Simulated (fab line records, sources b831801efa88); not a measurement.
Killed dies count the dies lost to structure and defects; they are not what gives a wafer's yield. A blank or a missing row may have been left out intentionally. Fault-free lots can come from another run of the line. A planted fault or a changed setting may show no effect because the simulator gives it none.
The tool behind it: which one? :: flow sky130 :: 10 lots, 30 wafers sampled, at 3 steps of a route of 708

WHAT EACH GAUGE READ, for each wafer
SKY_SPACER_THK_MEAS_01.
lot: L201
measured: day 24 14:20
on: film-metro-01
SPACER_CVD_00_THK (nm): 43.4 43.4 43.5

lot: L202
measured: day 24 14:22
on: film-metro-04
SPACER_CVD_00_THK (nm): 42.2 43.0 42.4

lot: L204
measured: day 25 05:49
on: film-metro-01
SPACER_CVD_00_THK (nm): 44.0 43.7 43.3

lot: L205
measured: day 25 09:40
on: film-metro-03
SPACER_CVD_00_THK (nm): 43.8 43.6 43.8

lot: L207
measured: day 25 22:50
on: film-metro-03
SPACER_CVD_00_THK (nm): 43.1 43.1 43.0

lot: L208
measured: day 26 19:21
on: film-metro-03
SPACER_CVD_00_THK (nm): 43.2 43.5 43.1

lot: L211
measured: day 27 14:14
on: film-metro-03
SPACER_CVD_00_THK (nm): 43.1 42.9 42.8

lot: L213
measured: day 28 09:52
on: film-metro-04
SPACER_CVD_00_THK (nm): 43.4 42.8 43.5

lot: L214
measured: day 28 15:38
on: film-metro-04
SPACER_CVD_00_THK (nm): 27.8 28.0 27.7

lot: L215
measured: day 29 01:59
on: film-metro-03
SPACER_CVD_00_THK (nm): 27.2 27.6 26.9

TOOL THAT RAN EACH LOT (tool first, then ch and the chambers of the sampled wafers, then the start)
lot: L201
SKY_LDD_P_STRIP_10: plasma-asher-03 ch 0,1, day 20 15:35
SKY_SPACER_CVD_00: lpcvd-02 ch 0, day 24 13:08

lot: L202
SKY_LDD_P_STRIP_10: plasma-asher-02 ch 0,1, day 20 15:22
SKY_SPACER_CVD_00: lpcvd-02 ch 1, day 24 13:08

lot: L204
SKY_LDD_P_STRIP_10: plasma-asher-03 ch 0,1, day 21 08:56
SKY_SPACER_CVD_00: lpcvd-02 ch 0, day 25 04:37

lot: L205
SKY_LDD_P_STRIP_10: plasma-asher-04 ch 0,1, day 21 14:55
SKY_SPACER_CVD_00: lpcvd-02 ch 0, day 25 08:28

lot: L207
SKY_LDD_P_STRIP_10: plasma-asher-03 ch 0,1, day 22 02:22
SKY_SPACER_CVD_00: lpcvd-02 ch 1, day 25 21:37

lot: L208
SKY_LDD_P_STRIP_10: plasma-asher-04 ch 0,1, day 22 23:37
SKY_SPACER_CVD_00: lpcvd-02 ch 1, day 26 17:32

lot: L211
SKY_LDD_P_STRIP_10: plasma-asher-02 ch 0,1, day 23 20:43
SKY_SPACER_CVD_00: lpcvd-02 ch 0, day 27 13:01

lot: L213
SKY_LDD_P_STRIP_10: plasma-asher-02 ch 0,1, day 24 16:19
SKY_SPACER_CVD_00: lpcvd-02 ch 1, day 28 08:40

lot: L214
SKY_LDD_P_STRIP_10: plasma-asher-04 ch 0,1, day 24 23:13
SKY_SPACER_CVD_00: lpcvd-02 ch 1, day 28 14:25

lot: L215
SKY_LDD_P_STRIP_10: plasma-asher-02 ch 0, day 25 08:49
SKY_SPACER_CVD_00: lpcvd-02 ch 0, day 29 00:47
- SKY_LDD_P_STRIP_10: strips in O2/N2.
- SKY_SPACER_CVD_00: deposits Si3N4 from DCS/NH3, target thk 43.1 nm, time 740 s.

THE ANSWER, worked out from the rows above alone
Rule: usual is defined by the lots themselves. Put in order of their means at a reading, lots are off if they are a third of the lots or fewer, leave a main group of 4 or more, and stand apart from it by a gap of 3 or more times the standard deviation of the main group's means; of several such gaps the widest counts. A main group is skipped when, at the precision printed for the reading in the tables above, its means are all equal. Also off: a lot with no number at a reading for which 4 or more lots have one. Any other lot the step has rows for is counted as sound.
Off: at SKY_SPACER_THK_MEAS_01 (SPACER_CVD_00_THK), L214, L215. The main group: mean 43.2 nm, standard deviation 0.37.
If a tool, at a process step before that reading, ran all the lots that are off and no sound lot after the first of them, it fits. The gauges at SKY_SPACER_THK_MEAS_01 are tried like those tools. One fits: lpcvd-02 at SKY_SPACER_CVD_00. Its last sound lot is L213 (day 28 08:40), its first lot that is off L214 (day 28 14:25): a fault that began between those two fits.

WHAT THE SIMULATOR HAD INSERTED
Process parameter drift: lpcvd-02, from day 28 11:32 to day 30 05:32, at SKY_SPACER_CVD_00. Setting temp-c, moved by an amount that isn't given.
Struck lots among those shown: L214, L215. Same finding as the rule above.
